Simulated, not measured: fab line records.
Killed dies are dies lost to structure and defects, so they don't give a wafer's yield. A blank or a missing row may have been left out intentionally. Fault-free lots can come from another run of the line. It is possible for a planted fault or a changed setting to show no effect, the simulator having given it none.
fab line records | flow gf180mcu
record: lots: 12 wafers: 36 lastDay: 33
route steps=602 shown V1@340 M2@366
lots untouched by any fault: they come from a run of this same line in which no faults occurred
startH: hours from the record's first day to the start of the lot's first wafer shown | waitH: time in hours since the lot's previous step | " identical to the entry in the row above | L1.1+2: a row that stands for several wafers | - no value present, or no start provided | * or withheld: withheld | < > ~ a bound
route shown NAME@n: names a module that has steps shown in the file, with the first one's number in the route | usual: the fault-free wafers' mean and standard deviation | same: alike in all rows | chamber/n: place in a boat | sites: readings site by site | _std_site: their standard deviation | _edge_site: the outer-site mean with the inner-site mean subtracted | radiusMm: how far each site lies from the wafer's centre | mask NAME#n: copy n | behind: the last tool/chamber to shape the wafer | hold: cause of the lot's hold/its duration in hours/its outcome | device: transistor that didn't switch, given as n, p or np | end of line: at the end of the route, the tests of the same wafers | a step given without rows: its recipe and nothing more | killed: dies that structure and defects cost at the first sort, which is not the same as the wafer's yield | map: a wafer's dies, marking killed ones x, the rest . and places with no die _
set.NAME: the setting the step ran with; set.NAME@STEP: the setting that earlier step ran with | model.NAME: the simulator's own value behind a step, which no gauge read
steps of the route over a sample of lots; a table a step, a row a wafer
services: the hour from which a tool's chamber was out of use, counted from the record's first day as startH (under 0 if before that day), plus the number of hours and why
== steps ==
step: GF_V1_BOW_MEAS_05
recipe: mode: bow
usual: V1_BOW: 81/7.9
columns lot.wafer tool chamber startH waitH V1_BOW[um]
L851.1 filmMetro-04 - 387.01 0.1 87
L851.4 " - " " 88
L851.6 " - " " 87
L853.1 filmMetro-01 - 406.74 0.2 94
L853.4 " - " " 91
L853.6 " - " " 81
L855.3 filmMetro-04 - 428.22 0.1 81
L855.4 " - " " 70
L855.5 " - " " 73
L856.3 filmMetro-04 - 433.24 0.2 80
L856.5 " - " " 77
L856.6 " - " " 84
L857.3 filmMetro-02 - 450.63 0.1 71
L857.5 " - " " 75
L857.6 " - " " 84
L858.1 filmMetro-02 - 456.40 0.2 88
L858.3 " - " " 85
L858.6 " - " " 84
L859.3 filmMetro-01 - 461.39 0.3 89
L859.4 " - " " 90
L859.5 " - " " 86
L860.1 filmMetro-02 - 464.91 0.1 74
L860.4 " - " " 72
L860.6 " - " " 74
L861.1 filmMetro-01 - 483.56 0.2 81
L861.2 " - " " 75
L861.6 " - " " 77
L862.1 filmMetro-02 - 486.50 0.2 94
L862.3 " - " " 94
L862.6 " - " " 90
L863.1 filmMetro-02 - 490.64 0.1 82
L863.4 " - " " 79
L863.6 " - " " 79
L870.1 filmMetro-01 - 562.22 0.1 79
L870.2 " - " " 61
L870.6 " - " " 84
step: GF_V1_CMP_26
recipe: stopOn: SiO2 downForcePsi: 3.5 platenRpm: 60 tOverpolishS: 15 targetThkNm: 0 padVelocityMS: 0.94248
usual: motorCurrentA: 10.9/0.94 overpolishRunS: 15.001/0.0086 timeToEndpointS: 84.4/2.7
columns lot.wafer tool chamber startH waitH motorCurrentA overpolishRunS timeToEndpointS
L851.1 cmp-02 0 411.43 0.1 12.2 14.987 85.1
L851.4 " 1 " " 11.8 14.998 83.8
L851.6 " 3 " " 11.8 14.987 83.9
L853.1 cmp-01 3 432.13 0.2 9.9 15.016 86.1
L853.4 " 1 " " 11.4 14.997 85.1
L853.6 " 2 " " 11.4 14.995 85.4
L855.3 cmp-01 0 453.23 0.0 10.8 15.006 82.9
L855.4 " 3 " " 9.7 14.991 85.3
L855.5 " 0 " " 10.7 14.986 85.8
L856.3 cmp-02 3 458.43 0.1 12.2 15.000 87.9
L856.6 " 1 " " 11.3 14.989 87.6
L856.5 " 2 " " 9.6 15.004 90.8
L857.3 cmp-02 3 476.15 0.1 12.9 14.989 82.9
L857.6 " 1 " " 10.7 15.000 82.9
L857.5 " 2 " " 9.6 15.006 83.1
L858.3 cmp-01 2 482.10 0.1 12.0 14.996 82.5
L858.1 " 3 " " 9.9 15.008 86.8
L858.6 " 0 " " 10.9 15.002 85.3
L859.3 cmp-02 3 487.20 0.1 12.4 15.002 83.9
L859.4 " 0 " " 12.2 15.012 83.8
L859.5 " 2 " " 9.8 15.012 87.4
L860.1 cmp-02 2 490.36 0.1 9.9 14.996 85.0
L860.4 " 3 " " 12.7 15.008 86.8
L860.6 " 0 " " 12.0 14.997 85.9
L861.1 cmp-01 1 508.57 0.2 10.8 15.005 84.2
L861.2 " 2 " " 11.7 14.994 82.7
L861.6 " 3 " " 10.1 15.003 84.0
L862.1 cmp-01 2 511.43 0.1 11.2 14.989 81.6
L862.3 " 3 " " 10.1 15.005 83.1
L862.6 " 2 " " 11.1 15.016 82.4
L863.4 cmp-01 1 515.27 0.0 10.3 15.003 86.4
L863.1 " 3 " " 9.6 14.995 85.8
L863.6 " 2 " " 11.9 14.984 84.7
L870.2 cmp-01 3 584.86 0.1 9.5 14.997 86.5
L870.1 " 0 " " 10.6 15.006 83.6
L870.6 " 1 " " 10.6 15.001 82.5
step: GF_M2_SPUTTER_04
recipe: material: TiN targetThkNm: 50 powerW: 6500 timeS: 41.7 chamberPressurePa: 0.4
usual: throttleValvePct: 30.2/0.76
columns lot.wafer tool chamber startH waitH throttleValvePct
L851.1 pvdSputter-01 - 411.87 0.0 29.2
L851.4 " - " " 32.2
L851.6 " - " " 32.3
L853.1 pvdSputter-02 - 432.56 0.0 31.5
L853.4 " - " " 30.1
L853.6 " - " " 31.6
L855.3 pvdSputter-04 - 453.72 0.0 30.3
L855.4 " - " " 30.6
L855.5 " - " " 30.6
L856.3 pvdSputter-01 - 458.81 0.0 32.1
L856.5 " - " " 30.1
L856.6 " - " " 29.5
L857.3 pvdSputter-01 - 476.54 0.0 32.3
L857.5 " - " " 30.3
L857.6 " - " " 30.2
L858.1 pvdSputter-02 - 482.50 0.0 29.6
L858.3 " - " " 31.5
L858.6 " - " " 29.7
L859.3 pvdSputter-04 - 487.58 0.0 29.7
L859.4 " - " " 30.3
L859.5 " - " " 30.4
L860.1 pvdSputter-02 - 490.74 0.0 28.9
L860.4 " - " " 29.6
L860.6 " - " " 29.1
L861.1 pvdSputter-04 - 508.95 0.0 30.7
L861.2 " - " " 30.4
L861.6 " - " " 30.0
L862.1 pvdSputter-04 - 511.86 0.0 30.4
L862.3 " - " " 30.0
L862.6 " - " " 29.8
L863.1 pvdSputter-01 - 515.75 0.0 30.4
L863.4 " - " " 29.4
L863.6 " - " " 30.4
L870.1 pvdSputter-02 - 585.24 0.0 31.3
L870.2 " - " " 29.5
L870.6 " - " " 29.1
step: GF_M2_RS_MEAS_05
recipe: thkMeasGauge: four-point-probe reads: TiN_of_M2_SPUTTER_04+Ti_of_M2_SPUTTER_03+AlCu_of_M2_SPUTTER_02+TiN_of_M2_SPUTTER_01+Ti_of_M2_SPUTTER_00
usual: M2_ALCU_RS: 0.0695/0.00054
columns lot.wafer tool chamber startH waitH hold M2_ALCU_RS[ohm/sq]
L851.1 filmMetro-02 - 411.91 0.0 - 0.0695
L851.4 " - " " - 0.0691
L851.6 " - " " - 0.0689
L853.1 filmMetro-02 - 432.60 0.0 - 0.0700
L853.4 " - " " - 0.0698
L853.6 " - " " - 0.0699
L855.3 filmMetro-02 - 453.79 0.1 - 0.0693
L855.4 " - " " - 0.0695
L855.5 " - " " - 0.0688
L856.3 filmMetro-01 - 458.89 0.1 - 0.0696
L856.5 " - " " - 0.0699
L856.6 " - " " - 0.0692
L857.3 filmMetro-01 - 476.62 0.1 - 0.0700
L857.5 " - " " - 0.0704
L857.6 " - " " - 0.0704
L858.1 filmMetro-02 - 482.54 0.0 - 0.0699
L858.3 " - " " - 0.0703
L858.6 " - " " - 0.0702
L859.3 filmMetro-01 - 487.66 0.1 - 0.0709
L859.4 " - " " - 0.0700
L859.5 " - " " - 0.0698
L860.1 filmMetro-01 - 490.78 0.0 - 0.0693
L860.4 " - " " - 0.0696
L860.6 " - " " - 0.0693
L861.1 filmMetro-01 - 508.99 0.0 - 0.0690
L861.2 " - " " - 0.0691
L861.6 " - " " - 0.0694
L862.1 filmMetro-03 - 511.90 0.0 - 0.0698
L862.3 " - " " - 0.0696
L862.6 " - " " - 0.0698
L863.1 filmMetro-01 - 515.79 0.0 - 0.0701
L863.4 " - " " - 0.0705
L863.6 " - " " - 0.0696
L870.1 filmMetro-02 - 585.28 0.0 awaitDispo/0.2h/release 0.0689
L870.2 " - " " awaitDispo/0.2h/release 0.0687
L870.6 " - " " awaitDispo/0.2h/release 0.0693
L870.1 filmMetro-02 - 585.57 0.3 - 0.0689
L870.2 " - " " - 0.0687
L870.6 " - " " - 0.0693
step: GF_M2_OVL_MEAS_15
usual: M2_OVL: 0/4.6
columns lot.wafer tool chamber startH waitH M2_OVL[nm]
L851.1 overlay-01 - 435.04 0.1 8
L851.4 " - " " 8
L851.6 " - " " 3
L853.1 overlay-01 - 456.76 0.1 3
L853.4 " - " " 2
L853.6 " - " " 3
L855.3 overlay-01 - 477.75 0.1 -5
L855.4 " - " " -3
L855.5 " - " " -5
L856.3 overlay-02 - 483.20 0.1 -1
L856.5 " - " " -2
L856.6 " - " " 1
L857.3 overlay-01 - 500.20 0.1 2
L857.5 " - " " 4
L857.6 " - " " 7
L858.1 overlay-02 - 505.99 0.1 -5
L858.3 " - " " -3
L858.6 " - " " -7
L859.3 overlay-01 - 511.07 0.1 -3
L859.4 " - " " -10
L859.5 " - " " -7
L860.1 overlay-02 - 514.19 0.1 2
L860.4 " - " " 5
L860.6 " - " " 7
L861.1 overlay-02 - 531.84 0.1 5
L861.2 " - " " 1
L861.6 " - " " -2
L862.1 overlay-02 - 535.24 0.1 0
L862.3 " - " " -1
L862.6 " - " " 1
L863.1 overlay-02 - 538.75 0.1 -6
L863.4 " - " " -5
L863.6 " - " " -2
L870.1 overlay-02 - 606.40 0.1 -3
L870.2 " - " " 1
L870.6 " - " " -6
== services ==
columns tool chamber startH hours kind
cmp-01 - 393.68 7.8 pm
cmp-02 - 407.30 4.0 pm
cmp-02 - 411.30 - consumableReplace:conditioner
cmp-02 - 411.30 - consumableReplace:pad
cmp-02 - 419.89 0.5 repair
cmp-02 - 422.19 3.5 repair
pvdSputter-02 - 438.13 4.8 repair
cmp-02 - 447.43 0.5 repair
cmp-01 - 459.28 0.3 repair
pvdSputter-02 - 499.30 2.0 repair
pvdSputter-04 - 500.69 0.9 repair
cmp-01 - 502.14 0.9 repair
cmp-01 - 520.97 0.2 repair
pvdSputter-01 - 536.18 1.1 repair
pvdSputter-01 - 543.70 4.9 repair
cmp-01 - 553.92 4.2 pm
pvdSputter-04 1 554.85 - consumableReplace:kit
pvdSputter-04 1 554.85 18.0 scheduledDown
pvdSputter-04 1 554.85 18.0 ventCycle
pvdSputter-01 0 558.95 - consumableReplace:kit
cmp-01 - 572.00 4.0 pm
cmp-01 - 576.00 - consumableReplace:conditioner
cmp-01 - 576.00 - consumableReplace:pad
pvdSputter-01 - 581.14 27.6 repair
== key ==
firstSign: step: GF_M2_RS_MEAS_05 reading: visit direction: added
effect none on later readings
metAt GF_M2_SPUTTER_04
struckLots L870
struckWafers L870.2
notActingAt GF_V1_BOW_MEAS_05,GF_V1_CMP_26,GF_M2_OVL_MEAS_15
onsetBetween 490.74 585.24
fault: kind: processParameterDrift tool: pvdSputter-02 chamber: - onsetH: 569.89 steps: GF_M2_SPUTTER_04 channel: timeS offset: * shape: step endH: 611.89 actsIn: * stated: * scope: struckWafersOnly
